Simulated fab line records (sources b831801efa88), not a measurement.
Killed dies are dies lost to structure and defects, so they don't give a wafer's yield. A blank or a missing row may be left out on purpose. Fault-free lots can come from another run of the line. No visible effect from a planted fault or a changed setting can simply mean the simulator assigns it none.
Which tool did it? || flow sky130 || Sampling: 14 lots, 42 wafers, 4 of 708 route steps

WHAT EACH GAUGE READ, for each wafer
SKY_FIELD_ISO_THK_MEAS_02. Usual: for FIELD_ISO_OXIDATION_00_THK the level is 12.11 nm and the standard deviation is 0.24.
{"lot": "L875", "measured": "day 1 12:07", "on": "film-metro-02", "FIELD_ISO_OXIDATION_00_THK (nm)": "12.33 12.44 12.43", "flag": ""}
{"lot": "L883", "measured": "day 3 03:38", "on": "film-metro-03", "FIELD_ISO_OXIDATION_00_THK (nm)": "15.01 14.85 14.84", "flag": "OFF"}
{"lot": "L887", "measured": "day 3 23:38", "on": "film-metro-03", "FIELD_ISO_OXIDATION_00_THK (nm)": "14.65 14.49 14.87", "flag": "OFF"}
{"lot": "L888", "measured": "day 4 05:26", "on": "film-metro-02", "FIELD_ISO_OXIDATION_00_THK (nm)": "12.47 12.39 12.24", "flag": ""}
{"lot": "L889", "measured": "day 4 11:16", "on": "film-metro-04", "FIELD_ISO_OXIDATION_00_THK (nm)": "12.60 12.41 12.48", "flag": ""}
{"lot": "L890", "measured": "day 4 15:46", "on": "film-metro-02", "FIELD_ISO_OXIDATION_00_THK (nm)": "11.92 11.90 12.12", "flag": ""}
{"lot": "L891", "measured": "day 4 19:39", "on": "film-metro-02", "FIELD_ISO_OXIDATION_00_THK (nm)": "12.15 12.07 12.11", "flag": ""}
{"lot": "L892", "measured": "day 5 02:01", "on": "film-metro-04", "FIELD_ISO_OXIDATION_00_THK (nm)": "11.65 11.62 11.75", "flag": ""}
{"lot": "L893", "measured": "day 5 05:38", "on": "film-metro-02", "FIELD_ISO_OXIDATION_00_THK (nm)": "12.18 12.21 12.06", "flag": ""}
{"lot": "L894", "measured": "day 5 10:38", "on": "film-metro-02", "FIELD_ISO_OXIDATION_00_THK (nm)": "11.70 11.87 11.81", "flag": ""}
{"lot": "L895", "measured": "day 5 16:22", "on": "film-metro-02", "FIELD_ISO_OXIDATION_00_THK (nm)": "12.17 12.13 11.98", "flag": ""}
{"lot": "L896", "measured": "day 5 23:18", "on": "film-metro-02", "FIELD_ISO_OXIDATION_00_THK (nm)": "11.84 12.05 11.99", "flag": ""}
{"lot": "L897", "measured": "day 6 06:08", "on": "film-metro-04", "FIELD_ISO_OXIDATION_00_THK (nm)": "12.11 11.83 11.86", "flag": ""}
{"lot": "L898", "measured": "day 6 14:27", "on": "film-metro-04", "FIELD_ISO_OXIDATION_00_THK (nm)": "12.00 11.92 11.99", "flag": ""}

SKY_NWELL_THK_MEAS_02. Usual: for NWELL_OXIDATION_THK the level is 10.01 nm and the standard deviation is 0.18.
{"lot": "L875", "measured": "day 2 14:02", "on": "film-metro-01", "NWELL_OXIDATION_THK (nm)": "10.11 9.93 10.23", "flag": ""}
{"lot": "L883", "measured": "day 4 08:42", "on": "film-metro-03", "NWELL_OXIDATION_THK (nm)": "10.01 10.02 10.03", "flag": ""}
{"lot": "L887", "measured": "day 5 03:53", "on": "film-metro-01", "NWELL_OXIDATION_THK (nm)": "10.09 10.09 9.96", "flag": ""}
{"lot": "L888", "measured": "day 5 08:34", "on": "film-metro-03", "NWELL_OXIDATION_THK (nm)": "10.06 10.10 10.24", "flag": ""}
{"lot": "L889", "measured": "day 5 18:09", "on": "film-metro-01", "NWELL_OXIDATION_THK (nm)": "10.18 10.09 10.22", "flag": ""}
{"lot": "L890", "measured": "day 6 00:41", "on": "film-metro-03", "NWELL_OXIDATION_THK (nm)": "9.99 9.85 9.96", "flag": ""}
{"lot": "L891", "measured": "day 6 00:43", "on": "film-metro-01", "NWELL_OXIDATION_THK (nm)": "10.06 10.06 10.02", "flag": ""}
{"lot": "L892", "measured": "day 6 18:46", "on": "film-metro-03", "NWELL_OXIDATION_THK (nm)": "9.92 9.85 9.86", "flag": ""}
{"lot": "L893", "measured": "day 6 18:45", "on": "film-metro-04", "NWELL_OXIDATION_THK (nm)": "9.90 9.89 9.85", "flag": ""}
{"lot": "L894", "measured": "day 6 18:45", "on": "film-metro-01", "NWELL_OXIDATION_THK (nm)": "9.87 9.88 9.96", "flag": ""}
{"lot": "L895", "measured": "day 7 15:20", "on": "film-metro-04", "NWELL_OXIDATION_THK (nm)": "9.93 9.77 9.85", "flag": ""}
{"lot": "L896", "measured": "day 8 00:07", "on": "film-metro-03", "NWELL_OXIDATION_THK (nm)": "9.96 9.82 9.82", "flag": ""}
{"lot": "L897", "measured": "day 8 00:07", "on": "film-metro-01", "NWELL_OXIDATION_THK (nm)": "9.80 9.93 9.75", "flag": ""}
{"lot": "L898", "measured": "day 8 00:07", "on": "film-metro-04", "NWELL_OXIDATION_THK (nm)": "9.73 9.74 9.73", "flag": ""}

SKY_DNWELL_TW_MEAS_09. Usual: for DNWELL_TW the level is 1119 and the standard deviation is 15.
{"lot": "L875", "measured": "day 3 05:10", "on": "film-metro-04", "DNWELL_TW": "1119 1124 1119", "flag": ""}
{"lot": "L883", "measured": "day 5 01:55", "on": "film-metro-03", "DNWELL_TW": "1104 1097 1100", "flag": ""}
{"lot": "L887", "measured": "day 5 22:28", "on": "film-metro-03", "DNWELL_TW": "1105 1109 1107", "flag": ""}
{"lot": "L888", "measured": "day 6 02:51", "on": "film-metro-01", "DNWELL_TW": "1123 1125 1126", "flag": ""}
{"lot": "L889", "measured": "day 6 12:56", "on": "film-metro-01", "DNWELL_TW": "1131 1136 1139", "flag": ""}
{"lot": "L890", "measured": "day 6 18:49", "on": "film-metro-03", "DNWELL_TW": "1095 1097 1099", "flag": ""}
{"lot": "L891", "measured": "day 6 19:05", "on": "film-metro-01", "DNWELL_TW": "1133 1127 1136", "flag": ""}
{"lot": "L892", "measured": "day 7 13:28", "on": "film-metro-04", "DNWELL_TW": "1118 1125 1116", "flag": ""}
{"lot": "L893", "measured": "day 7 13:48", "on": "film-metro-01", "DNWELL_TW": "1146 1139 1150", "flag": ""}
{"lot": "L894", "measured": "day 7 14:01", "on": "film-metro-01", "DNWELL_TW": "1133 1129 1139", "flag": ""}
{"lot": "L895", "measured": "day 8 11:22", "on": "film-metro-03", "DNWELL_TW": "1112 1116 1116", "flag": ""}
{"lot": "L896", "measured": "day 8 20:22", "on": "film-metro-04", "DNWELL_TW": "1119 1116 1122", "flag": ""}
{"lot": "L897", "measured": "day 8 21:16", "on": "film-metro-03", "DNWELL_TW": "1104 1107 1102", "flag": ""}
{"lot": "L898", "measured": "day 8 21:01", "on": "film-metro-01", "DNWELL_TW": "1129 1131 1135", "flag": ""}

SKY_VT_ADJUST_NCORE_TW_MEAS_11. Usual: for VT_ADJUST_NCORE_TW the level is 219.5 and the standard deviation is 1.9.
{"lot": "L875", "measured": "day 8 12:53", "on": "film-metro-04", "VT_ADJUST_NCORE_TW": "220.0 220.4 219.9", "flag": ""}
{"lot": "L883", "measured": "day 10 23:13", "on": "film-metro-02", "VT_ADJUST_NCORE_TW": "221.9 222.0 223.1", "flag": ""}
{"lot": "L887", "measured": "day 12 00:13", "on": "film-metro-02", "VT_ADJUST_NCORE_TW": "221.5 222.0 221.9", "flag": ""}
{"lot": "L888", "measured": "day 12 06:32", "on": "film-metro-03", "VT_ADJUST_NCORE_TW": "219.1 219.4 218.7", "flag": ""}
{"lot": "L889", "measured": "day 12 18:01", "on": "film-metro-03", "VT_ADJUST_NCORE_TW": "219.1 218.5 219.6", "flag": ""}
{"lot": "L890", "measured": "day 13 04:52", "on": "film-metro-03", "VT_ADJUST_NCORE_TW": "218.4 217.8 217.8", "flag": ""}
{"lot": "L891", "measured": "day 13 05:57", "on": "film-metro-04", "VT_ADJUST_NCORE_TW": "218.4 218.0 219.3", "flag": ""}
{"lot": "L892", "measured": "day 14 04:41", "on": "film-metro-03", "VT_ADJUST_NCORE_TW": "216.1 217.4 217.6", "flag": ""}
{"lot": "L893", "measured": "day 14 05:19", "on": "film-metro-04", "VT_ADJUST_NCORE_TW": "218.5 218.3 218.0", "flag": ""}
{"lot": "L894", "measured": "day 14 08:14", "on": "film-metro-04", "VT_ADJUST_NCORE_TW": "217.3 218.4 218.2", "flag": ""}
{"lot": "L895", "measured": "day 15 12:17", "on": "film-metro-02", "VT_ADJUST_NCORE_TW": "222.4 222.6 222.2", "flag": ""}
{"lot": "L896", "measured": "day 16 00:55", "on": "film-metro-02", "VT_ADJUST_NCORE_TW": "221.3 221.6 220.6", "flag": ""}
{"lot": "L897", "measured": "day 16 01:28", "on": "film-metro-03", "VT_ADJUST_NCORE_TW": "216.7 217.3 217.5", "flag": ""}
{"lot": "L898", "measured": "day 16 01:17", "on": "film-metro-04", "VT_ADJUST_NCORE_TW": "219.2 218.4 218.3", "flag": ""}

TOOL THAT RAN EACH LOT (tool first, then ch and the chambers of the sampled wafers, then the start)
Record: no process step prior to these readings.

AS READ BY THE TOOLS THEMSELVES (means over the sampled wafers that have a number; for cases with no such wafer, the mark the record gives instead)
The record holds no such reading with a usual standard deviation.

THE ANSWER, worked out from the rows above alone
Rule: lot off if the mean of its wafers having a number is beyond 3 standard deviations from the usual mean. A lot without any number at a reading at which 4 lots or more have one is off too. The other lots that the step has rows for count as sound. After the gauges, taken in route order, come the tools' own readings; for these a lot's mean is taken, as printed above. The first step at which some lot is off is used, and at that step the reading that is off furthest; a lot without a number counts as furthest.
Off: L883, L887, at SKY_FIELD_ISO_THK_MEAS_02 (FIELD_ISO_OXIDATION_00_THK).
If a tool, at a process step before that reading, ran all the lots that are off and no sound lot after the first of them, it fits. Those tools and the gauges at SKY_FIELD_ISO_THK_MEAS_02 are tried in the same way. One fits: film-metro-03 at SKY_FIELD_ISO_THK_MEAS_02. It ran no sound lot before its first lot that is off in this sample, so the start can't be narrowed down.

WHAT HAD BEEN PUT IN BY THE SIMULATOR
Metrology matching offset: film-metro-03, from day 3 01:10 on, at SKY_FIELD_ISO_THK_MEAS_02. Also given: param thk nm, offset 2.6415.
Shown lots that were struck: L883, L887. The rule above found the same.
